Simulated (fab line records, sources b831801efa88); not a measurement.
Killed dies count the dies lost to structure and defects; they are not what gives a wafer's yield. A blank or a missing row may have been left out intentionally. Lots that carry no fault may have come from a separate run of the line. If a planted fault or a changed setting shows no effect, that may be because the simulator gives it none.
fab line records | flow gf180mcu
[record] lots = 11 wafers = 33 last-day = 34
route steps=602 shown V3@450 M4@461 MIM@510 M5@533
lots with no fault: from the same line, run without faults
start-h: hours from the record's first day to the start of the lot's first wafer shown | wait-h: hours from the lot's prior step to this one | " repeats the value in the row above | L1.1+2: one row covering several wafers at once | - either no value or no given start | * or withheld: withheld | < > ~ a bound
route shown NAME@n: NAME is a module with steps in the file, n the number in the route of the first one | usual: the fault-free wafers' mean and standard deviation | same: alike in all rows | chamber/n: place in a boat | sites: readings site by site | _std_site: standard deviation across them | _edge_site: outer sites' mean less inner sites' | radius-mm: for every site, how far away it sits from the centre of the wafer | mask NAME#n: copy n | behind: the tool/chamber that last shaped the wafer | hold: reason for holding the lot/hours on hold/outcome of the hold | device: whichever transistor did not switch (one of n, p or np) | end of line: tests of these same wafers at the route's end | a step with no rows: only its recipe | killed: dies that structure and defects cost at the first sort, which is not the same as the wafer's yield | map: a wafer's dies, marking killed ones x, the rest . and places with no die _
set.NAME: setting as actually run; set.NAME@STEP: the setting as run at that earlier step | model.NAME: the simulator's own value behind a step, which no gauge read
the route's steps for a sample of lots (tables are steps, rows are wafers)
services: a tool's chamber out of use, with start hour (start-h, from the record's first day; less than 0 if before it), hours out, and reason
[[steps]]
[step GF_V3_SPUTTER_21]
[recipe] material = Ti target-thk-nm = 15 chamber-pressure-pa = 5 power-w = 2500 substrate-temp-c = 200 time-s = 80.02
[usual] chamber-pressure-pa = 5.002/0.0099 throttle-valve-pct = 29.7/0.67
// columns lot.wafer tool chamber start-h wait-h chamber-pressure-pa throttle-valve-pct
L225.1 pvd-sputter-03 - 505.09 0.0 5.003 28.0
L225.2 " - " " 5.003 29.6
L225.4 " - " " 4.986 30.7
L226.2 pvd-sputter-03 - 517.32 0.0 4.994 30.5
L226.5 " - " " 4.998 28.5
L226.6 " - " " 5.022 29.1
L229.1 pvd-sputter-03 - 544.68 0.0 4.997 29.3
L229.3 " - " " 4.982 28.1
L229.6 " - " " 5.007 29.7
L232.2 pvd-sputter-03 - 578.90 0.0 5.018 29.7
L232.4 " - " " 5.012 28.3
L232.6 " - " " 4.997 30.0
L234.3 pvd-sputter-01 - 588.93 0.0 5.009 30.4
L234.4 " - " " 5.007 30.0
L234.6 " - " " 5.009 30.0
L241.2 pvd-sputter-01 - 644.17 0.0 5.010 30.3
L241.5 " - " " 5.006 30.3
L241.6 " - " " 4.999 29.9
L242.3 pvd-sputter-02 - 651.27 0.0 4.996 30.6
L242.4 " - " " 4.980 29.7
L242.6 " - " " 4.978 28.9
L245.2 pvd-sputter-02 - 670.66 0.0 5.012 29.6
L245.3 " - " " 4.999 30.6
L245.4 " - " " 5.015 29.2
L246.2 pvd-sputter-02 - 678.15 0.0 5.000 29.3
L246.3 " - " " 4.999 29.5
L246.5 " - " " 5.003 29.5
L247.2 pvd-sputter-01 - 686.63 0.0 5.002 29.9
L247.5 " - " " 5.001 29.9
L247.6 " - " " 5.010 30.7
L248.1 pvd-sputter-01 - 693.00 0.0 5.003 29.7
L248.2 " - " " 5.008 29.9
L248.6 " - " " 5.010 30.8
[step GF_M4_RS_MEAS_05]
[recipe] thk-meas-gauge = four-point-probe reads = TiN_of_M4_SPUTTER_04+Ti_of_M4_SPUTTER_03+AlCu_of_M4_SPUTTER_02+TiN_of_M4_SPUTTER_01+Ti_of_M4_SPUTTER_00
[usual] M4_ALCU_RS = 0.0695/0.00073
// columns lot.wafer tool chamber start-h wait-h M4_ALCU_RS[ohm/sq]
L225.1 film-metro-02 - 506.00 0.0 0.0684
L225.2 " - " " 0.0694
L225.4 " - " " 0.0692
L226.2 film-metro-02 - 518.26 0.0 0.0693
L226.5 " - " " 0.0696
L226.6 " - " " 0.0690
L229.1 film-metro-02 - 545.60 0.0 0.0700
L229.3 " - " " 0.0688
L229.6 " - " " 0.0696
L232.2 film-metro-04 - 581.73 0.0 0.0701
L232.4 " - " " 0.0702
L232.6 " - " " 0.0702
L234.3 film-metro-02 - 589.89 0.1 0.0695
L234.4 " - " " 0.0698
L234.6 " - " " 0.0694
L241.2 film-metro-04 - 645.28 0.0 0.0696
L241.5 " - " " 0.0690
L241.6 " - " " 0.0697
L242.3 film-metro-03 - 652.23 0.1 0.0692
L242.4 " - " " 0.0688
L242.6 " - " " 0.0697
L245.2 film-metro-04 - 671.59 0.0 0.0692
L245.3 " - " " 0.0690
L245.4 " - " " 0.0686
L246.2 film-metro-02 - 679.09 0.0 0.0698
L246.3 " - " " 0.0698
L246.5 " - " " 0.0694
L247.2 film-metro-04 - 687.57 0.0 0.0686
L247.5 " - " " 0.0676
L247.6 " - " " 0.0683
L248.1 film-metro-04 - 693.91 0.0 0.0696
L248.2 " - " " 0.0701
L248.6 " - " " 0.0699
[step GF_MIM_SPUTTER_07]
[recipe] material = TiN target-thk-nm = 60 power-w = 6500 time-s = 50 chamber-pressure-pa = 0.4
[usual] chamber-pressure-pa = 0.4000/0.00077 throttle-valve-pct = 30.2/0.84
// columns lot.wafer tool chamber start-h wait-h chamber-pressure-pa throttle-valve-pct
L225.1 pvd-sputter-01 - 555.68 0.1 0.4001 30.0
L225.2 " - " " 0.3986 30.0
L225.4 " - " " 0.4006 30.3
L226.2 pvd-sputter-01 - 567.61 0.0 0.3992 29.9
L226.5 " - " " 0.4009 29.5
L226.6 " - " " 0.3997 30.2
L229.1 pvd-sputter-01 - 591.70 0.1 0.4011 29.9
L229.3 " - " " 0.3988 30.7
L229.6 " - " " 0.4016 30.3
L232.2 pvd-sputter-04 - 625.77 0.0 0.4003 29.9
L232.4 " - " " 0.4004 31.2
L232.6 " - " " 0.4013 32.0
L234.3 pvd-sputter-02 - 634.06 0.0 0.3989 29.5
L234.4 " - " " 0.4002 29.5
L234.6 " - " " 0.3991 30.8
L241.2 pvd-sputter-01 - 687.32 0.0 0.4014 29.8
L241.5 " - " " 0.3995 29.7
L241.6 " - " " 0.3999 29.6
L242.3 pvd-sputter-01 - 693.32 0.0 0.4014 29.5
L242.4 " - " " 0.4009 30.1
L242.6 " - " " 0.4003 29.8
L245.2 pvd-sputter-04 - 712.42 0.0 0.3988 31.2
L245.3 " - " " 0.3997 29.7
L245.4 " - " " 0.3992 31.1
L246.2 pvd-sputter-02 - 718.94 0.0 0.4010 29.2
L246.3 " - " " 0.4002 30.8
L246.5 " - " " 0.4007 29.2
L247.2 pvd-sputter-04 - 727.96 0.0 0.4006 31.0
L247.5 " - " " 0.3997 30.2
L247.6 " - " " 0.4006 29.9
L248.1 pvd-sputter-04 - 732.13 0.1 0.4004 32.0
L248.2 " - " " 0.4008 31.5
L248.6 " - " " 0.4002 31.1
[step GF_MIM_METAL_ETCH_19]
[recipe] chemistry = Cl2/BCl3 mask-material = NOVOLAK stop-on = Si3N4 target-depth-nm = 324.5 pressure-mtorr = 8 icp-w = 800 bias-w = 140 Cl2_flow_sccm = 80 bcl3-flow-sccm = 40 time-s = 54.1
[usual] bias-w = 140.0/0.49 chamber-pressure-mTorr = 8.000/0.0074 drypump-motor-current-A = 5.8/0.48 oes-product-au = 0.943/0.0066 rf-fwd-power-W = 793/3 throttle-valve-pct = 28.282/0.011
// columns lot.wafer tool chamber start-h wait-h bias-w chamber-pressure-mTorr drypump-motor-current-A oes-product-au rf-fwd-power-W rf-hours-counter-h throttle-valve-pct
L225.1 rie-metal-04 0 577.61 0.1 139.4 8.011 5.7 0.943 795 2 28.284
L225.2 " 1 " " 140.1 8.010 6.7 0.945 793 10 28.289
L225.4 " 0 " " 139.8 7.994 5.7 0.941 795 - 28.261
L226.2 rie-metal-03 1 587.86 0.1 140.6 8.001 5.9 0.939 791 4 28.287
L226.5 " 0 " " 140.6 8.000 5.4 0.946 790 - 28.278
L226.6 " 1 " " 139.8 7.997 5.9 0.940 790 - 28.288
L229.1 rie-metal-04 1 615.11 0.1 139.7 7.996 6.7 0.943 794 11 28.289
L229.3 " 0 " " 139.4 8.009 5.7 0.948 797 - 28.279
L229.6 " 0 " " 140.1 8.004 5.7 0.944 795 - 28.267
L232.2 rie-metal-03 1 646.03 0.1 140.4 7.994 5.9 0.944 790 - 28.280
L232.4 " 1 " " 140.5 8.004 5.8 0.940 787 - 28.279
L232.6 " 1 " " 140.5 7.997 5.9 0.943 793 - 28.284
L234.3 rie-metal-02 1 653.61 0.1 140.2 7.999 5.8 0.946 793 - 28.273
L234.4 " 0 " " 139.5 7.994 5.1 0.932 794 - 28.275
L234.6 " 1 " " 140.2 7.999 5.8 0.952 794 - 28.271
L241.2 rie-metal-03 1 705.64 0.1 140.4 8.005 5.9 0.901 788 8 28.342
L241.5 " 0 " " 140.5 7.999 5.3 0.900 791 - 28.328
L241.6 " 1 " " 139.7 7.995 5.9 0.895 790 - 28.326
L242.3 rie-metal-02 1 711.91 0.1 140.5 8.010 5.8 0.889 787 - 28.334
L242.4 " 0 " " 140.2 7.987 5.1 0.892 797 - 28.350
L242.6 " 1 " " 140.5 7.994 5.8 0.887 791 - 28.323
L245.2 rie-metal-03 0 730.04 0.1 140.8 8.001 5.4 0.947 795 2 28.285
L245.3 " 0 " " 139.9 8.009 5.4 0.942 797 - 28.286
L245.4 " 1 " " 140.4 8.011 5.9 0.944 789 - 28.281
L246.2 rie-metal-04 1 736.60 0.1 139.5 8.012 6.7 0.934 796 2 28.265
L246.3 " 0 " " 139.2 7.999 5.7 0.932 792 - 28.288
L246.5 " 1 " " 139.7 8.001 6.7 0.941 793 - 28.289
L247.2 rie-metal-02 0 745.31 0.1 140.0 8.005 5.1 0.937 797 11 28.305
L247.5 " 1 " " 139.7 7.998 5.8 0.945 795 - 28.276
L247.6 " 0 " " 139.7 8.000 5.1 0.938 799 - 28.272
L248.1 rie-metal-02 1 748.65 0.1 139.9 7.999 5.8 0.941 791 9 28.282
L248.2 " 0 " " 140.7 8.000 5.1 0.939 797 11 28.299
L248.6 " 0 " " 140.1 8.020 5.1 0.940 794 - 28.309
[step GF_M5_CD_MEAS_07]
[recipe] target-cd-nm = 280
[usual] cd-nm = 280.0/1.2
// columns lot.wafer tool chamber start-h wait-h cd-nm
L225.1 cd-sem-02 - 597.86 0.1 279.9
L225.2 " - " " 279.4
L225.4 " - " " 279.9
L226.2 cd-sem-01 - 609.38 0.1 279.9
L226.5 " - " " 279.1
L226.6 " - " " 278.9
L229.1 cd-sem-01 - 635.76 0.1 281.8
L229.3 " - " " 281.7
L229.6 " - " " 281.8
L232.2 cd-sem-02 - 666.13 0.2 280.7
L232.4 " - " " 281.1
L232.6 " - " " 281.4
L234.3 cd-sem-02 - 672.99 0.1 281.1
L234.4 " - " " 281.7
L234.6 " - " " 281.2
L241.2 cd-sem-02 - 723.98 0.1 278.1
L241.5 " - " " 279.5
L241.6 " - " " 278.9
L242.3 cd-sem-02 - 729.85 0.1 281.2
L242.4 " - " " 280.5
L242.6 " - " " 280.9
L245.2 cd-sem-02 - 747.93 0.1 280.6
L245.3 " - " " 281.4
L245.4 " - " " 281.2
L246.2 cd-sem-02 - 754.08 0.1 279.1
L246.3 " - " " 279.1
L246.5 " - " " 278.0
L247.2 cd-sem-01 - 762.07 0.1 279.6
L247.5 " - " " 280.1
L247.6 " - " " 280.7
L248.1 cd-sem-01 - 765.96 0.1 278.5
L248.2 " - " " 278.8
L248.6 " - " " 278.6
[[services]]
// columns tool chamber start-h hours kind
pvd-sputter-04 - 485.98 2.2 repair
pvd-sputter-03 - 490.86 3.0 repair
rie-metal-02 - 490.92 14.6 pm
pvd-sputter-03 - 499.08 2.6 repair
pvd-sputter-01 - 506.24 3.5 repair
rie-metal-04 - 524.78 0.3 repair
pvd-sputter-01 - 540.95 2.3 repair
pvd-sputter-03 - 545.72 1.7 repair
rie-metal-03 - 599.82 0.3 repair
pvd-sputter-01 3 607.79 - consumable-replace:kit
pvd-sputter-01 3 607.79 18.0 scheduled-down
pvd-sputter-01 3 607.79 18.0 vent-cycle
rie-metal-03 - 630.16 0.3 repair
rie-metal-03 1 630.28 5.3 repair
pvd-sputter-03 - 679.61 1.7 repair
rie-metal-02 - 682.88 1.5 repair
pvd-sputter-02 3 686.38 - consumable-replace:kit
pvd-sputter-03 - 707.85 2.4 repair
pvd-sputter-03 - 709.38 7.9 repair
pvd-sputter-03 - 722.18 0.9 repair
pvd-sputter-01 2 735.07 - consumable-replace:kit
pvd-sputter-01 2 735.07 18.0 scheduled-down
pvd-sputter-01 2 735.07 18.0 vent-cycle
pvd-sputter-01 - 740.34 11.5 repair
[[key]]
[first-sign] step = GF_MIM_METAL_ETCH_19 reading = oes-product-au direction = down sigmas = 7.5 usual = 0.943 struck = 0.894
effect none on later readings
met-at GF_MIM_SPUTTER_07
struck-lots L241,L242
not-acting-at GF_V3_SPUTTER_21,GF_M4_RS_MEAS_05,GF_M5_CD_MEAS_07
onset-between 591.70 687.32
[fault] kind = process-parameter-drift tool = pvd-sputter-01 chamber = - onset-h = 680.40 steps = GF_MIM_SPUTTER_07 channel = target-thk-nm offset = -27.12 shape = step end-h = 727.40 acts-in = these-recipes-only stated = 60
